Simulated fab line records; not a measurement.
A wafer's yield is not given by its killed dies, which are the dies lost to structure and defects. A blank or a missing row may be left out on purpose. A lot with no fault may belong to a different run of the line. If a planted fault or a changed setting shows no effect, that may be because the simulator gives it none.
fab line records    flow gf180mcu    part 1 of 2: steps 1 to 25 of 34
record: lots: 5  wafers: 15  last-day: 34
route steps=602 shown V4@489 MIM@503
lots that met no fault: from a run of the same line without faults
start-h: hours from the record's first day to the start of the lot's first wafer shown    wait-h: time in hours since the lot's previous step    " the same as in the row above    L1.1+2: several wafers, shown together as one row    - no value present, or no start provided    * or withheld: withheld    < > ~ a bound
route shown NAME@n: NAME is a module with steps in the file, n the number in the route of the first one    usual: mean and standard deviation over wafers with no fault    same: alike in all rows    chamber/n: place in a boat    sites: each site's reading    _std_site: standard deviation of those values    _edge_site: the outer-site mean with the inner-site mean subtracted    radius-mm: how far each site lies from the wafer's centre    mask NAME#n: copy n    behind: tool/chamber where the wafer was last shaped    hold: why the lot was held/for how many hours/how that ended    device: transistor that didn't switch, given as n, p or np    end of line: tests of these same wafers at the route's end    a step given without rows: its recipe and nothing more    killed: not the wafer's yield, but the dies lost to structure and defects at the first sort    map: the dies of a wafer, with x for killed, . for not killed, _ for no die there
set.NAME: the setting as run; set.NAME@STEP: as run at that earlier step    model.NAME: the simulator's own value behind a step, which no gauge read
a table for each step, a row for each wafer; lots at some steps of the route
services: a tool's chamber out of use, with start hour (start-h, from the record's first day; less than 0 if before it), hours out, and reason
== steps ==
step: GF_V4_DEVELOP_13
recipe: develop-time-s: 60  resist: KrF  dev-temp-c: 21
usual: exhaust-pa: 45.1/0.85
lot.wafer  tool            chamber  start-h  wait-h  exhaust-pa
L088.1     litho-track-02  0        683.36   0.2     44.0
L088.5     "               0        "        "       44.1
L088.6     "               0        "        "       44.7
L093.2     litho-track-04  0        704.81   0.2     44.5
L093.5     "               0        "        "       46.5
L093.6     "               0        "        "       44.8
L094.2     litho-track-02  0        709.54   0.2     45.0
L094.5     "               0        "        "       44.6
L094.6     "               0        "        "       44.2
L095.1     litho-track-03  0        714.72   0.2     43.9
L095.3     "               0        "        "       44.7
L095.6     "               0        "        "       45.6
L096.2     litho-track-03  0        719.79   0.2     45.2
L096.3     "               0        "        "       45.4
L096.5     "               0        "        "       46.0
step: GF_V4_CD_MEAS_14
recipe: target-cd-nm: 260
usual: cd-nm: 260.2/1.2
lot.wafer  tool       chamber  start-h  wait-h  cd-nm
L088.1     cd-sem-01  -        683.51   0.1     259.7
L088.5     "          -        "        "       258.5
L088.6     "          -        "        "       258.5
L093.2     cd-sem-02  -        704.95   0.1     262.4
L093.5     "          -        "        "       262.9
L093.6     "          -        "        "       262.0
L094.2     cd-sem-01  -        709.68   0.1     261.8
L094.5     "          -        "        "       261.7
L094.6     "          -        "        "       260.0
L095.1     cd-sem-02  -        714.87   0.1     259.6
L095.3     "          -        "        "       260.6
L095.6     "          -        "        "       260.3
L096.2     cd-sem-01  -        719.94   0.1     259.4
L096.3     "          -        "        "       260.4
L096.5     "          -        "        "       260.4
step: GF_V4_OVL_MEAS_15
usual: V4_OVL: 0/6.6
lot.wafer  tool        chamber  start-h  wait-h  V4_OVL[nm]
L088.1     overlay-01  -        683.63   0.1     5
L088.5     "           -        "        "       1
L088.6     "           -        "        "       0
L093.2     overlay-02  -        705.06   0.1     -3
L093.5     "           -        "        "       -1
L093.6     "           -        "        "       4
L094.2     overlay-01  -        709.79   0.1     1
L094.5     "           -        "        "       11
L094.6     "           -        "        "       1
L095.1     overlay-02  -        714.99   0.1     8
L095.3     "           -        "        "       4
L095.6     "           -        "        "       6
L096.2     overlay-02  -        720.04   0.1     2
L096.3     "           -        "        "       16
L096.5     "           -        "        "       11
step: GF_V4_ETCH_16
recipe: chemistry: N2/H2  target-depth-a: withheld  overetch-a: withheld  time-s: withheld  target: BARC  ion-energy-ev: 200  source-w: 500  bias-w: 100  pressure-mtorr: 30  n2-flow-sccm: 100  h2-flow-sccm: 200
usual: drypump-motor-current-A: 5.5/0.55  oes-product-au: 0.856/0.0046  throttle-valve-pct: 13.224/0.0096
lot.wafer  tool         chamber  start-h  wait-h  drypump-motor-current-A  oes-product-au  throttle-valve-pct
L088.1     rie-diel-01  1        683.67   0.0     5.9                      0.854           13.216
L088.5     "            0        "        "       6.4                      0.857           13.229
L088.6     "            1        "        "       5.9                      0.860           13.220
L093.2     rie-diel-01  3        705.09   0.0     4.9                      0.859           13.219
L093.5     "            3        "        "       4.9                      0.846           13.225
L093.6     "            0        "        "       6.4                      0.854           13.227
L094.2     rie-diel-02  0        709.82   0.0     4.8                      0.865           13.222
L094.5     "            0        "        "       4.8                      0.856           13.207
L094.6     "            1        "        "       5.9                      0.854           13.228
L095.1     rie-diel-02  3        715.02   0.0     5.0                      0.859           13.234
L095.3     "            0        "        "       4.8                      0.855           13.208
L095.6     "            2        "        "       5.3                      0.855           13.230
L096.2     rie-diel-01  3        720.07   0.0     4.9                      0.858           13.232
L096.3     "            0        "        "       6.4                      0.858           13.236
L096.5     "            3        "        "       4.8                      0.850           13.210
step: GF_V4_ETCH_17
recipe: chemistry: C4F8/O2/Ar  mask-material: KrF  target: SiO2  stop-on: TiN  source-w: 1500  bias-w: 1200  pressure-mtorr: 40  c4f8-flow-sccm: withheld  O2_flow_sccm: 6  Ar_flow_sccm: 300  time-s: withheld  target-depth-a: 6300
usual: oes-product-au: 0.856/0.0055
lot.wafer  tool         chamber  start-h  wait-h  oes-product-au
L088.1     rie-diel-01  1        -        -       0.857
L088.5     "            0        "        "       0.854
L088.6     "            1        "        "       0.861
L093.2     rie-diel-01  3        -        -       0.859
L093.5     "            3        "        "       0.861
L093.6     "            0        "        "       0.866
L094.2     rie-diel-02  0        -        -       0.856
L094.5     "            0        "        "       0.854
L094.6     "            1        "        "       0.861
L095.1     rie-diel-02  3        -        -       0.857
L095.3     "            0        "        "       0.851
L095.6     "            2        "        "       0.849
L096.2     rie-diel-01  3        -        -       0.859
L096.3     "            0        "        "       0.857
L096.5     "            3        "        "       0.851
step: GF_V4_STRIP_18
recipe: chemistry: O2/N2  power-w: 1400  pressure-mtorr: 1500  platen-temp-c: 250  o2-flow-sccm: 3000  n2-flow-sccm: 300  overash-fraction: 0.5
usual: drypump-motor-current-A: 5.8/0.39  heater-power-w: 347/25  oes-product-au: 0.593/0.0055
lot.wafer  tool             chamber  start-h  wait-h  drypump-motor-current-A  heater-power-w  oes-product-au  rf-hours-counter-h
L088.1     plasma-asher-01  1        683.80   -       5.6                      310             0.585           90
L088.5     "                0        "        "       5.8                      380             0.597           -
L088.6     "                1        "        "       5.6                      304             0.588           -
L093.2     plasma-asher-04  1        705.22   -       6.2                      311             0.590           108
L093.5     "                0        "        "       5.3                      352             0.589           -
L093.6     "                1        "        "       6.2                      320             0.595           -
L094.2     plasma-asher-03  0        709.95   -       6.4                      371             0.591           30
L094.5     "                0        "        "       6.4                      380             0.594           -
L094.6     "                1        "        "       5.8                      339             0.582           -
L095.1     plasma-asher-01  1        715.15   -       5.5                      304             0.591           94
L095.3     "                1        "        "       5.6                      315             0.594           -
L095.6     "                0        "        "       5.8                      377             0.589           -
L096.2     plasma-asher-04  1        720.20   -       6.1                      322             0.591           110
L096.3     "                1        "        "       6.2                      317             0.598           -
L096.5     "                1        "        "       6.2                      316             0.602           -
step: GF_V4_STRIP_19
recipe: chemistry: post-etch-residue-remover  time-s: 1200  temp-c: 72.5
lot.wafer   tool          chamber  start-h  wait-h
L088.1+5+6  wet-bench-04  1        683.90   0.1
L093.2+5+6  wet-bench-04  1        705.32   0.1
L094.2+5+6  wet-bench-02  2        710.04   0.1
L095.1+3+6  wet-bench-04  2        715.25   0.1
L096.2+3+5  wet-bench-02  2        720.30   0.1
step: GF_V4_CLEAN_20
recipe: chemistry: DIW  dry: n2-spin
lot.wafer   tool          chamber  start-h  wait-h
L088.1+5+6  wet-bench-01  0        684.24   0.0
L093.2+5+6  wet-bench-04  2        705.69   0.0
L094.2+5+6  wet-bench-04  0        710.42   0.0
L095.1+3+6  wet-bench-02  1        715.66   0.0
L096.2+3+5  wet-bench-04  2        720.67   0.0
step: GF_V4_SPUTTER_21
recipe: material: Ti  target-thk-nm: 15  chamber-pressure-pa: 5  power-w: 2500  substrate-temp-c: 200  time-s: 80.02
usual: throttle-valve-pct: 29.9/1.3
lot.wafer  tool            chamber  start-h  wait-h  throttle-valve-pct
L088.1     pvd-sputter-03  -        684.33   0.0     29.6
L088.5     "               -        "        "       29.5
L088.6     "               -        "        "       31.2
L093.2     pvd-sputter-03  -        705.78   0.0     29.1
L093.5     "               -        "        "       30.7
L093.6     "               -        "        "       29.3
L094.2     pvd-sputter-04  -        710.52   0.0     29.3
L094.5     "               -        "        "       29.2
L094.6     "               -        "        "       29.2
L095.1     pvd-sputter-03  -        715.77   0.0     30.9
L095.3     "               -        "        "       29.4
L095.6     "               -        "        "       29.5
L096.2     pvd-sputter-02  -        720.77   0.0     28.4
L096.3     "               -        "        "       31.2
L096.5     "               -        "        "       31.6
step: GF_V4_SPUTTER_22
recipe: material: TiN  target-thk-nm: 10  chamber-pressure-pa: 5  power-w: 4000  time-s: 40
usual: throttle-valve-pct: 29.9/1.3
lot.wafer  tool            chamber  start-h  wait-h  throttle-valve-pct
L088.1     pvd-sputter-03  -        684.39   0.0     29.5
L088.5     "               -        "        "       29.5
L088.6     "               -        "        "       31.3
L093.2     pvd-sputter-03  -        705.84   0.0     29.4
L093.5     "               -        "        "       30.9
L093.6     "               -        "        "       29.4
L094.2     pvd-sputter-04  -        710.58   0.0     29.2
L094.5     "               -        "        "       29.1
L094.6     "               -        "        "       29.6
L095.1     pvd-sputter-03  -        715.83   0.0     30.6
L095.3     "               -        "        "       29.7
L095.6     "               -        "        "       29.4
L096.2     pvd-sputter-02  -        720.84   0.0     28.5
L096.3     "               -        "        "       31.4
L096.5     "               -        "        "       31.3
step: GF_V4_CVD_23
recipe: material: W  target-thk-nm: 350  time-s: 104.9  temp-c: 400  pressure-torr: 40
usual: heater-power-w: 861/37  susceptor-temp-C: 400.02/0.22
lot.wafer  tool      chamber  start-h  wait-h  heater-power-w  susceptor-temp-C
L088.1     cvd-w-01  1        684.43   0.0     904             399.77
L088.5     "         0        "        "       808             399.74
L088.6     "         1        "        "       899             399.99
L093.2     cvd-w-02  0        705.88   0.0     898             400.16
L093.5     "         1        "        "       903             400.31
L093.6     "         0        "        "       886             399.55
L094.2     cvd-w-01  1        710.62   0.0     880             400.37
L094.5     "         1        "        "       884             400.07
L094.6     "         0        "        "       808             399.87
L095.1     cvd-w-01  0        715.87   0.0     812             400.37
L095.3     "         1        "        "       884             400.35
L095.6     "         0        "        "       818             400.17
L096.2     cvd-w-02  1        720.87   0.0     885             399.84
L096.3     "         1        "        "       894             400.00
L096.5     "         1        "        "       896             399.82
step: GF_V4_RS_MEAS_24
recipe: thk-meas-gauge: four-point-probe  reads: W_of_V4_CVD_23+TiN_of_V4_SPUTTER_22+Ti_of_V4_SPUTTER_21
usual: V4_W_RS: 0.328/0.0047
lot.wafer  tool           chamber  start-h  wait-h  V4_W_RS[ohm/sq]
L088.1     film-metro-01  -        684.54   0.1     0.323
L088.5     "              -        "        "       0.322
L088.6     "              -        "        "       0.326
L093.2     film-metro-04  -        706.01   0.1     0.321
L093.5     "              -        "        "       0.328
L093.6     "              -        "        "       0.322
L094.2     film-metro-01  -        710.75   0.1     0.328
L094.5     "              -        "        "       0.326
L094.6     "              -        "        "       0.325
L095.1     film-metro-01  -        715.98   0.1     0.325
L095.3     "              -        "        "       0.325
L095.6     "              -        "        "       0.324
L096.2     film-metro-01  -        721.01   0.1     0.325
L096.3     "              -        "        "       0.330
L096.5     "              -        "        "       0.329
step: GF_V4_THK_MEAS_25
recipe: thk-meas-gauge: xrf  reads: W_of_V4_CVD_23
usual: V4_W_THK: 354/5.8
lot.wafer  tool           chamber  start-h  wait-h  V4_W_THK[nm]
L088.1     film-metro-01  -        684.66   0.1     359
L088.5     "              -        "        "       360
L088.6     "              -        "        "       356
L093.2     film-metro-04  -        706.12   0.1     362
L093.5     "              -        "        "       356
L093.6     "              -        "        "       359
L094.2     film-metro-01  -        710.86   0.1     354
L094.5     "              -        "        "       356
L094.6     "              -        "        "       359
L095.1     film-metro-01  -        716.10   0.1     358
L095.3     "              -        "        "       358
L095.6     "              -        "        "       357
L096.2     film-metro-01  -        721.12   0.1     354
L096.3     "              -        "        "       351
L096.5     "              -        "        "       351
step: GF_V4_CMP_26
recipe: stop-on: SiO2  down-force-psi: 3.5  platen-rpm: 60  t-overpolish-s: 15  target-thk-nm: 0  pad-velocity-m-s: 0.94248
usual: motor-current-A: 11.5/1.4  overpolish-run-s: 14.999/0.0095  retaining-ring-pressure-frac: 1.001/0.0048  time-to-endpoint-s: 85/3.5
lot.wafer  tool    chamber  start-h  wait-h  motor-current-A  overpolish-run-s  retaining-ring-pressure-frac  time-to-endpoint-s
L088.1     cmp-02  2        684.87   0.2     10.5             14.990            1.003                         86
L088.6     "       3        "        "       12.6             15.013            0.999                         84
L088.5     "       0        "        "       12.6             15.015            1.007                         90
L093.2     cmp-02  0        706.27   0.1     12.8             14.998            1.004                         89
L093.6     "       2        "        "       10.4             14.979            1.000                         88
L093.5     "       3        "        "       12.1             14.999            0.996                         84
L094.2     cmp-02  1        710.91   0.0     10.2             15.007            0.997                         83
L094.5     "       1        "        "       10.1             14.985            0.998                         86
L094.6     "       2        "        "       10.1             14.999            1.000                         84
L095.1     cmp-02  0        716.21   0.1     12.5             14.987            1.005                         86
L095.3     "       1        "        "       10.0             15.001            1.006                         84
L095.6     "       3        "        "       12.3             15.002            0.994                         88
L096.3     cmp-01  2        721.22   0.1     12.7             14.997            1.002                         81
L096.2     "       3        "        "       9.0              15.005            1.003                         85
L096.5     "       2        "        "       13.1             14.979            1.007                         78
step: GF_MIM_SPUTTER_00
recipe: material: Ti  target-thk-nm: 37.5  arriving-ion-energy-ev: 80  substrate-temp-c: 200  chamber-pressure-pa: 2  power-w: 4000  time-s: 150
usual: throttle-valve-pct: 29.7/1.1
lot.wafer  tool            chamber  start-h  wait-h  throttle-valve-pct
L088.1     pvd-sputter-03  -        685.02   0.1     31.0
L088.5     "               -        "        "       31.2
L088.6     "               -        "        "       30.9
L093.2     pvd-sputter-04  -        706.47   0.1     27.3
L093.5     "               -        "        "       29.1
L093.6     "               -        "        "       27.1
L094.2     pvd-sputter-03  -        711.21   0.2     31.0
L094.5     "               -        "        "       29.4
L094.6     "               -        "        "       31.1
L095.1     pvd-sputter-04  -        716.46   0.2     29.0
L095.3     "               -        "        "       30.7
L095.6     "               -        "        "       30.6
L096.2     pvd-sputter-03  -        721.47   0.1     30.8
L096.3     "               -        "        "       29.6
L096.5     "               -        "        "       29.4
step: GF_MIM_SPUTTER_01
recipe: material: TiN  target-thk-nm: 30  power-w: 6500  time-s: 25  chamber-pressure-pa: 0.4
usual: throttle-valve-pct: 29.7/1.1
lot.wafer  tool            chamber  start-h  wait-h  throttle-valve-pct
L088.1     pvd-sputter-03  -        685.12   0.1     30.8
L088.5     "               -        "        "       31.3
L088.6     "               -        "        "       30.6
L093.2     pvd-sputter-04  -        706.57   0.1     27.6
L093.5     "               -        "        "       29.3
L093.6     "               -        "        "       27.4
L094.2     pvd-sputter-03  -        711.31   0.1     31.3
L094.5     "               -        "        "       29.4
L094.6     "               -        "        "       31.0
L095.1     pvd-sputter-04  -        716.56   0.1     29.5
L095.3     "               -        "        "       30.7
L095.6     "               -        "        "       31.0
L096.2     pvd-sputter-03  -        721.57   0.1     30.9
L096.3     "               -        "        "       29.6
L096.5     "               -        "        "       29.7
step: GF_MIM_SPUTTER_02
recipe: material: AlCu  target-thk-nm: 450  power-w: 10600  time-s: 23.9  chamber-pressure-pa: 0.4
usual: throttle-valve-pct: 29.7/1.1
lot.wafer  tool            chamber  start-h  wait-h  throttle-valve-pct
L088.1     pvd-sputter-03  -        685.15   0.0     30.8
L088.5     "               -        "        "       31.3
L088.6     "               -        "        "       30.7
L093.2     pvd-sputter-04  -        706.60   0.0     27.3
L093.5     "               -        "        "       28.9
L093.6     "               -        "        "       27.4
L094.2     pvd-sputter-03  -        711.34   0.0     30.9
L094.5     "               -        "        "       29.5
L094.6     "               -        "        "       31.0
L095.1     pvd-sputter-04  -        716.59   0.0     28.9
L095.3     "               -        "        "       30.5
L095.6     "               -        "        "       30.6
L096.2     pvd-sputter-03  -        721.60   0.0     30.7
L096.3     "               -        "        "       29.4
L096.5     "               -        "        "       29.8
step: GF_MIM_SPUTTER_03
recipe: material: Ti  target-thk-nm: 10  substrate-temp-c: 300  chamber-pressure-pa: 0.3  power-w: 3000  time-s: 6.7
usual: throttle-valve-pct: 29.7/1.1
lot.wafer  tool            chamber  start-h  wait-h  throttle-valve-pct
L088.1     pvd-sputter-03  -        685.18   0.0     30.7
L088.5     "               -        "        "       31.2
L088.6     "               -        "        "       30.7
L093.2     pvd-sputter-04  -        706.63   0.0     27.5
L093.5     "               -        "        "       29.2
L093.6     "               -        "        "       27.4
L094.2     pvd-sputter-03  -        711.37   0.0     31.2
L094.5     "               -        "        "       29.6
L094.6     "               -        "        "       31.1
L095.1     pvd-sputter-04  -        716.62   0.0     29.3
L095.3     "               -        "        "       31.0
L095.6     "               -        "        "       30.6
L096.2     pvd-sputter-03  -        721.63   0.0     30.9
L096.3     "               -        "        "       29.5
L096.5     "               -        "        "       29.5
step: GF_MIM_SPUTTER_04
recipe: material: TiN  target-thk-nm: 50  power-w: 6500  time-s: 41.7  chamber-pressure-pa: 0.4
usual: throttle-valve-pct: 29.7/1.1
lot.wafer  tool            chamber  start-h  wait-h  throttle-valve-pct
L088.1     pvd-sputter-03  -        685.20   0.0     30.8
L088.5     "               -        "        "       31.2
L088.6     "               -        "        "       30.8
L093.2     pvd-sputter-04  -        706.65   0.0     27.7
L093.5     "               -        "        "       29.2
L093.6     "               -        "        "       27.4
L094.2     pvd-sputter-03  -        711.39   0.0     31.0
L094.5     "               -        "        "       29.6
L094.6     "               -        "        "       30.9
L095.1     pvd-sputter-04  -        716.64   0.0     29.2
L095.3     "               -        "        "       30.7
L095.6     "               -        "        "       30.7
L096.2     pvd-sputter-03  -        721.65   0.0     30.7
L096.3     "               -        "        "       29.3
L096.5     "               -        "        "       29.6
step: GF_MIM_CVD_05
recipe: material: Si3N4  target-thk-nm: 42  temp-max-c: 400  temp-c: 385  time-s: 29.086  rf-w: 450
usual: heater-power-w: 668/110  susceptor-temp-C: 385.02/0.24  temp-max-c: 400.01/0.24
lot.wafer  tool      chamber  start-h  wait-h  heater-power-w  susceptor-temp-C  temp-max-c
L088.1     pecvd-04  2        685.24   0.0     741             384.88            399.97
L088.5     "         2        "        "       745             384.92            399.95
L088.6     "         0        "        "       707             384.88            400.14
L093.2     pecvd-04  1        706.69   0.0     505             385.02            400.17
L093.5     "         1        "        "       519             385.01            400.14
L093.6     "         2        "        "       711             385.06            399.86
L094.2     pecvd-02  1        711.43   0.0     594             384.93            400.16
L094.5     "         2        "        "       875             385.06            400.03
L094.6     "         1        "        "       586             385.06            400.23
L095.1     pecvd-02  0        716.68   0.0     691             385.35            399.58
L095.3     "         2        "        "       837             385.14            400.05
L095.6     "         1        "        "       516             385.04            399.98
L096.2     pecvd-04  1        721.69   0.0     538             385.61            400.33
L096.3     "         2        "        "       780             385.11            400.14
L096.5     "         1        "        "       528             385.23            399.75
step: GF_MIM_THK_MEAS_06
recipe: reads: Si3N4_of_MIM_CVD_05
usual: MIM_CVD_05_THK: 42.0/0.61
lot.wafer  tool           chamber  start-h  wait-h  MIM_CVD_05_THK[nm]
L088.1     film-metro-03  -        685.27   0.0     42.5
L088.5     "              -        "        "       42.7
L088.6     "              -        "        "       42.1
L093.2     film-metro-02  -        706.74   0.0     41.3
L093.5     "              -        "        "       41.5
L093.6     "              -        "        "       42.2
L094.2     film-metro-02  -        711.47   0.0     42.4
L094.5     "              -        "        "       42.7
L094.6     "              -        "        "       43.5
L095.1     film-metro-01  -        716.71   0.0     41.1
L095.3     "              -        "        "       41.5
L095.6     "              -        "        "       42.5
L096.2     film-metro-03  -        721.73   0.0     40.9
L096.3     "              -        "        "       41.7
L096.5     "              -        "        "       41.8
step: GF_MIM_SPUTTER_07
recipe: material: TiN  target-thk-nm: 60  power-w: 6500  time-s: 50  chamber-pressure-pa: 0.4
usual: throttle-valve-pct: 29.6/1.1
lot.wafer  tool            chamber  start-h  wait-h  throttle-valve-pct
L088.1     pvd-sputter-04  -        685.33   0.1     30.8
L088.5     "               -        "        "       30.7
L088.6     "               -        "        "       27.3
L093.2     pvd-sputter-03  -        706.79   0.0     30.8
L093.5     "               -        "        "       29.3
L093.6     "               -        "        "       29.4
L094.2     pvd-sputter-04  -        711.52   0.0     27.4
L094.5     "               -        "        "       27.6
L094.6     "               -        "        "       28.9
L095.1     pvd-sputter-03  -        716.77   0.1     29.4
L095.3     "               -        "        "       29.5
L095.6     "               -        "        "       30.9
L096.2     pvd-sputter-04  -        721.78   0.0     29.4
L096.3     "               -        "        "       27.4
L096.5     "               -        "        "       30.6
step: GF_MIM_SPUTTER_08
recipe: material: AlCu  target-thk-nm: 200  power-w: 10600  time-s: 10.6  chamber-pressure-pa: 0.4
usual: throttle-valve-pct: 29.6/1.2
lot.wafer  tool            chamber  start-h  wait-h  throttle-valve-pct
L088.1     pvd-sputter-04  -        685.38   0.0     30.9
L088.5     "               -        "        "       30.8
L088.6     "               -        "        "       27.5
L093.2     pvd-sputter-03  -        706.83   0.0     30.7
L093.5     "               -        "        "       29.6
L093.6     "               -        "        "       29.7
L094.2     pvd-sputter-04  -        711.57   0.0     27.2
L094.5     "               -        "        "       27.4
L094.6     "               -        "        "       29.1
L095.1     pvd-sputter-03  -        716.82   0.0     29.5
L095.3     "               -        "        "       29.4
L095.6     "               -        "        "       30.6
L096.2     pvd-sputter-04  -        721.83   0.0     29.2
L096.3     "               -        "        "       27.6
L096.5     "               -        "        "       30.9
step: GF_MIM_SPUTTER_09
recipe: material: TiN  target-thk-nm: 35  power-w: 6500  time-s: 29.2  chamber-pressure-pa: 0.4
usual: throttle-valve-pct: 29.6/1.2
lot.wafer  tool            chamber  start-h  wait-h  throttle-valve-pct
L088.1     pvd-sputter-04  -        685.41   0.0     30.6
L088.5     "               -        "        "       30.8
L088.6     "               -        "        "       27.5
L093.2     pvd-sputter-03  -        706.85   0.0     30.9
L093.5     "               -        "        "       29.3
L093.6     "               -        "        "       29.5
L094.2     pvd-sputter-04  -        711.59   0.0     27.6
L094.5     "               -        "        "       27.2
L094.6     "               -        "        "       29.4
L095.1     pvd-sputter-03  -        716.84   0.0     29.6
L095.3     "               -        "        "       29.3
L095.6     "               -        "        "       30.8
L096.2     pvd-sputter-04  -        721.85   0.0     29.0
L096.3     "               -        "        "       27.2
L096.5     "               -        "        "       30.7
step: GF_MIM_RS_MEAS_10
recipe: thk-meas-gauge: four-point-probe  reads: TiN_of_MIM_SPUTTER_09+AlCu_of_MIM_SPUTTER_08+TiN_of_MIM_SPUTTER_07
usual: MIM_ALCU_RS: 0.1596/0.0022
lot.wafer  tool           chamber  start-h  wait-h  MIM_ALCU_RS[ohm/sq]
L088.1     film-metro-01  -        685.45   0.0     0.1589
L088.5     "              -        "        "       0.1594
L088.6     "              -        "        "       0.1595
L093.2     film-metro-01  -        706.91   0.0     0.1605
L093.5     "              -        "        "       0.1572
L093.6     "              -        "        "       0.1624
L094.2     film-metro-03  -        711.64   0.0     0.1581
L094.5     "              -        "        "       0.1596
L094.6     "              -        "        "       0.1604
L095.1     film-metro-02  -        716.87   0.0     0.1614
L095.3     "              -        "        "       0.1572
L095.6     "              -        "        "       0.1582
L096.2     film-metro-02  -        721.90   0.0     0.1587
L096.3     "              -        "        "       0.1564
L096.5     "              -        "        "       0.1563
